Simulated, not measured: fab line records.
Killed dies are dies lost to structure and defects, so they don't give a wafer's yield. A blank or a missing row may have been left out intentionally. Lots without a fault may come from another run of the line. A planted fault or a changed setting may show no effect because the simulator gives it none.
Struck lot and sound lot, side by side | flow sky130 | 16 steps out of a route of 708
Sound: wafers L367.2, L367.4, L367.5. Struck: wafer L360.5 (L360.3, L360.6, from the same lot, were not struck and are left out); the cause is given at the end.
Per side, at each step with rows, come the tool, then ch with its chambers, and then its first start. Under that, the readings that differ: sound wafers | struck wafers | difference of the means | sigmas: that difference in standard deviations of wafers without a fault.
alike: words and numbers the same on both sides, and readings whose means are apart by under 2 such deviations; not compared: readings that were withheld, readings missing a value for some wafer, numbers with overlapping values and no deviation given by the record, and bounds like >300 which may hide the same value.
Wherever a step has rows on one side only, a row that says differs or no value, or a row with sigmas, the two part there. Numbers that don't overlap but have no deviation are shown without sigmas and don't part them. A reading missing from all wafers of one side parts the sides only when that side holds two or more wafers.

SKY_LI_CONTACT_BOW_MEAS_03:
  struck on filmMetro-04, day 31 01:17; sound on filmMetro-03, day 33 12:40
  alike: LI_CONTACT_BOW
then, 8 steps without rows for these wafers: SKY_LI_CONTACT_DEHYDRATE_04 (time 60 s); SKY_LI_CONTACT_HMDS_05 (prime time 60 s); SKY_LI_CONTACT_COAT_06 (resist thk 60 nm); SKY_LI_CONTACT_COAT_07 (resist thk 450 nm); SKY_LI_CONTACT_SOFTBAKE_08 (time 90 s); SKY_LI_CONTACT_EXPOSE_09 (exposes mask LICM1, target cd 170 nm); SKY_LI_CONTACT_PEB_10; SKY_LI_CONTACT_DEVELOP_11 (develop time 60 s).
SKY_LI_CONTACT_CD_MEAS_12: target cd 170 nm.
  struck on cdSem-01, day 32 04:47; sound on cdSem-02, day 34 15:22
  alike: cdNm
SKY_LI_CONTACT_OVL_MEAS_13:
  struck on overlay-01, day 32 04:53; sound on overlay-01, day 34 15:28
  alike: LI_CONTACT_OVL
SKY_LI_CONTACT_ETCH_14: etches BARC in N2/H2, stops on SiO2, time 45.9 s, target depth 60 nm.
  sound on rieDiel-04 ch 1,2, day 34 15:30; struck on rieDiel-01 ch 0, day 32 04:54
reading                  | sound                | struck | difference | sigmas
drypumpMotorCurrentA (A) | 6.0 6.4 6.0          | 4.9    | -1.2       | -3
throttleValvePct (%)     | 13.244 13.213 13.236 | 13.190 | -0.041     | -4
  alike: oesProductAu
  not compared: rfHoursCounterH
SKY_LI_CONTACT_ETCH_15: etches PSG in C4F8/O2/Ar, stops on Si, target depth 600 nm.
  sound on rieDiel-04 ch 1,2, day 34 15:32; struck on rieDiel-01 ch 0, day 32 04:57
reading                                          | sound           | struck | difference | sigmas
model.KrF-thick_of_LI_CONTACT_COAT_07.thkNm (nm) | 226.5 229 226.4 | 269.7  | +42.4      | 
  alike: oesProductAu
SKY_LI_CONTACT_STRIP_16: strips in O2/N2.
  sound on plasmaAsher-04 ch 0,1, day 34 15:38; struck on plasmaAsher-02 ch 1, day 32 05:04
reading                  | sound             | struck | difference | sigmas
oesProductAu (a.u.)      | 0.361 0.378 0.371 | 0.397  | +0.027     | +5
stripTimeToEndpointS (s) | 3.43 3.45 3.44    | 3.90   | +0.46      | +9
  alike: drypumpMotorCurrentA
  not compared: rfHoursCounterH
then, 1 step without rows for these wafers: SKY_LI_CONTACT_CLEAN_17 (cleans in NMP, time 600 s).
-- the record jumps here: 16 days lie between the struck wafers' starts before and after (it left off in module LI_CONTACT and takes up again in module PAD_OPEN, whose first step shown is number 708 of the route) --
SKY_PAD_OPEN_PROBE_99:
  struck on prober-01, day 48 03:51; sound on prober-02, day 49 20:07
reading                             | sound             | struck | difference | sigmas
model.etest.liconPdiff.rcOhm        | 542.5 591.6 555.5 | 726.3  | +163.1     | 
model.etest.pfet_01v8.rOnOhmUm      | 2851 2887 2949    | 2964   | +68        | 
model.etest.nfetG5v0d10v5.rOnOhmUm  | 1863 1886 1896    | 1934   | +52        | 
model.etest.nfet_01v8.rOnOhmUm      | 840.3 842 857     | 903.1  | +56.7      | 
model.etest.liconNdiff.rcOhm        | 175.1 180.5 172.3 | 244.6  | +68.6      | 
model.etest.sonosUncharged.rOnOhmUm | 800.7 811 805.1   | 844    | +38        | 
model.etest.liconHighPo.rcOhm       | 327.2 360.6 349.6 | 410.6  | +64.8      | 
  not compared: model.etest.pfetG5v0d10v5.rOnOhmUm

== WHERE THEY PART ==
At SKY_LI_CONTACT_ETCH_14 first; at SKY_LI_CONTACT_STRIP_16 last (within this record only).

WHY: whatever the simulator had introduced
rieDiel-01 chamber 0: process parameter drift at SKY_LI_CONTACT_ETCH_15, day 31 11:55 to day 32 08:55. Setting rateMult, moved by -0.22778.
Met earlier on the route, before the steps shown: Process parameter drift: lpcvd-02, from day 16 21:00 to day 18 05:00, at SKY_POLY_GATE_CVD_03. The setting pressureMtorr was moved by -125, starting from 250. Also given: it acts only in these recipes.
